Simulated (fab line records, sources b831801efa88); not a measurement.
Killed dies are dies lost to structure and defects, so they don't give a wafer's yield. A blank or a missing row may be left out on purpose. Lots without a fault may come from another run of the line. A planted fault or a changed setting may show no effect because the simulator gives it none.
A struck lot beside a sound one | flow sfq_line | 21 steps out of a route of 325
Sound: wafers L284.2, L284.3, L284.6. Struck: wafers L293.1, L293.4, L293.5. The cause comes at the end.
At each step with rows: each side's tool, then ch and its chambers, then its first start. Under that, the readings that differ: sound wafers | struck wafers | difference of the means | sigmas: that difference in standard deviations of wafers without a fault.
alike: readings whose means differ by less than 2 such deviations, and words and numbers that are the same on both sides. not compared: withheld readings, readings that some wafer has no value for, bounds like >300 that may hide the same value, and numbers for which the record gives no deviation and whose values overlap.
The two part at a step that has a row with sigmas, a row that says differs or no value, or rows on one side only. Numbers that don't overlap but have no deviation are shown without sigmas and don't part them. A reading that every wafer of one side lacks parts them only if that side has two wafers or more.

first, 3 steps without rows for these wafers: SFQ_TRILAYER_M1_LITHO_EXPOSE_040 (exposes mask M1, target cd 500 nm); SFQ_TRILAYER_M1_LITHO_PEB_042 (peb time 60 s); SFQ_TRILAYER_M1_LITHO_DEVELOP_041 (time 60 s).
SFQ_M1_OVL_MEAS_911:
  sound on overlay-01, day 24 00:54; struck on overlay-02, day 29 01:38
  alike: M1_OVL
SFQ_TRILAYER_M1_BARC_OPEN_METAL_ETCH_054: etches BARC in O2, target depth 125 nm, time 41.7 s.
  sound on rie_metal-02 ch 0,1, day 24 00:56; struck on rie_metal-02 ch 0,1, day 29 01:40
  alike: chamber_pressure_mTorr, drypump_motor_current_A, oes_product_au
  not compared: rf_hours_counter_h
SFQ_TRILAYER_M1_ETCH_METAL_ETCH_042: etches Nb in Cl2/Ar, stops on SiO2, target depth 240 nm, time 120 s.
  sound on rie_metal-02 ch 0,1, day 24 00:59; struck on rie_metal-02 ch 0,1, day 29 01:44
  alike: chamber_pressure_mTorr, drypump_motor_current_A, oes_product_au
  not compared: rf_hours_counter_h
SFQ_TRILAYER_M1_STRIP_STRIP_043: strips in O2.
  sound on rie_metal-02 ch 0,1, day 24 01:07; struck on rie_metal-02 ch 0,1, day 29 01:52
  alike: chamber_pressure_mTorr, drypump_motor_current_A, oes_product_au, platen_temp_c
  not compared: rf_hours_counter_h
then, 2 steps without rows for these wafers: SFQ_TRILAYER_M1_STRIP_SOLV_CLEAN_044 (cleans in NMP, time 600 s); SFQ_TRILAYER_I1_DEP_PECVD_045 (deposits SiO2 from SiH4/N2O, time 111.11 s, target thk 500 nm).
SFQ_TRILAYER_I1_CMP_CMP_046: polishes SiO2.
  sound on cmp-01 ch 1,2, day 24 01:58; struck on cmp-01 ch 0,1,3, day 29 03:13
  alike: motor_current_A, retaining_ring_pressure_frac, time_to_endpoint_s
SFQ_I1_BOW_MEAS_912:
  sound on film_metro-03, day 24 04:59; struck on film_metro-02, day 29 05:43
  alike: I1_BOW
SFQ_TRILAYER_I1_METRO_MEASURE_047:
  sound on film_metro-03, day 24 05:17; struck on film_metro-02, day 29 05:50
  alike: thk_nm
SFQ_TRILAYER_I1_VIA_LITHO_COAT_054: resist thk 62 nm.
  sound on litho_track-04 ch 0, day 24 06:20; struck on litho_track-01 ch 0, day 29 07:02
  reading                                                  | sound                | struck               | difference | sigmas
  spin_speed_rpm (rpm)                                     | 3000.5 2997.6 3000.6 | 2656.7 2656.8 2655.5 | -343.2     | -99 or more
  model.BARC_of_TRILAYER_I1_VIA_LITHO_COAT_054.thk_nm (nm) | 62.16 61.98 61.99    | 65.95 65.97 66.12    | +3.97      |
then, 5 steps without rows for these wafers: SFQ_TRILAYER_I1_VIA_LITHO_COAT_049 (resist thk 650 nm); SFQ_TRILAYER_I1_VIA_LITHO_SOFTBAKE_053; SFQ_TRILAYER_I1_VIA_LITHO_EXPOSE_050 (exposes mask I1, target cd 500 nm); SFQ_TRILAYER_I1_VIA_LITHO_PEB_052 (peb time 60 s); SFQ_TRILAYER_I1_VIA_LITHO_DEVELOP_051 (time 60 s).
SFQ_I1_OVL_MEAS_913:
  sound on overlay-01, day 24 09:31; struck on overlay-01, day 30 07:26
  alike: I1_OVL
SFQ_TRILAYER_I1_VIA_BARC_OPEN_VIA_ETCH_071: etches BARC in O2, target depth 125 nm, time 41.7 s.
  sound on rie_diel-03 ch 0,2, day 24 09:32; struck on rie_diel-04 ch 0,2, day 30 07:28
  reading                  | sound             | struck            | difference | sigmas
  oes_product_au (a.u.)    | 0.683 0.680 0.689 | 0.706 0.709 0.699 | +0.021     | +4
  model.etch.depth_nm (nm) | 62.16 61.98 61.99 | 65.95 65.97 66.12 | +3.97      |
  alike: chamber_pressure_mTorr, drypump_motor_current_A
  not compared: rf_hours_counter_h
then, 1 step without rows for these wafers: SFQ_TRILAYER_I1_VIA_ETCH_VIA_ETCH_052 (etches SiO2 in CHF3, stops on Nb, target depth 260 nm).

WHERE THEY PART
First at SFQ_TRILAYER_I1_VIA_LITHO_COAT_054; last, within this record, at SFQ_TRILAYER_I1_VIA_BARC_OPEN_VIA_ETCH_071.

WHY: what the simulator had put in
Process parameter drift: litho_track-01, from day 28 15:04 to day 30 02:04, at SFQ_TRILAYER_I1_VIA_LITHO_COAT_054. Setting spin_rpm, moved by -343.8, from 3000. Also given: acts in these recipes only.
